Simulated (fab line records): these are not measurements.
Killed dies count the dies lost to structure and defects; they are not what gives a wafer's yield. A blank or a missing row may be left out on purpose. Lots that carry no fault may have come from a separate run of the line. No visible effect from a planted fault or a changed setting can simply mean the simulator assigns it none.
The tool behind it: which one? | flow sky130 | route of 708 steps, sampled at 1 step: 12 lots, 36 wafers

## WHAT THE GAUGES SHOWED, per wafer
SKY_CAP2M_OVL_MEAS_12. Usual: for CAP2M_OVL the level is 0.1 nm and the standard deviation is 1.3.
lot  | measured     | on         | CAP2M_OVL (nm) | flag
L826 | day 40 17:58 | overlay-01 | 1.0 0.1 -0.3   |
L828 | day 41 12:05 | overlay-01 | -1.1 -1.8 -1.5 |
L829 | day 41 21:56 | overlay-01 | 0.2 -0.9 -2.5  |
L832 | day 42 18:29 | overlay-01 | -1.5 0.4 -0.1  |
L840 | day 45 06:28 | overlay-01 | 0.3 0.9 -1.0   |
L842 | day 45 10:08 | overlay-02 | 1.1 0.0 0.6    |
L841 | day 45 12:41 | overlay-02 | -0.6 -0.4 -0.5 |
L844 | day 46 00:05 | overlay-02 | -2.0 -2.0 0.6  |
L847 | day 46 13:17 | overlay-01 | 0.3 0.3 1.8    |
L846 | day 46 17:45 | overlay-01 | 1.5 1.1 0.8    |
L849 | day 46 22:23 | overlay-02 | -0.3 2.1 1.8   |
L848 | day 47 00:15 | overlay-01 | 0.6 0.4 -1.2   |

## WHAT TOOL EACH LOT RAN ON (gives the tool, then ch and the chambers of the sampled wafers, and finally the start)
Record: no process step prior to these readings.

## AS READ BY THE TOOLS THEMSELVES (means over the sampled wafers that have a number; for cases with no such wafer, the mark the record gives instead)
The record holds no such reading with a usual standard deviation.

## THE ANSWER, worked out from the rows above alone
Rule: a lot counts as off when the mean over its wafers that have a number is more than 3 standard deviations away from the usual mean. A lot without any number at a reading at which 4 lots or more have one is off too. The other lots that the step has rows for count as sound. First the gauges in route order, then the tools' own readings, where a lot's mean is used as printed above. At the first step where some lot is off, the reading lying furthest off is the one used; lots without a number count as furthest.
No lot is off at any reading shown: from this, nothing can be told.

## WHAT THE SIMULATOR PUT IN
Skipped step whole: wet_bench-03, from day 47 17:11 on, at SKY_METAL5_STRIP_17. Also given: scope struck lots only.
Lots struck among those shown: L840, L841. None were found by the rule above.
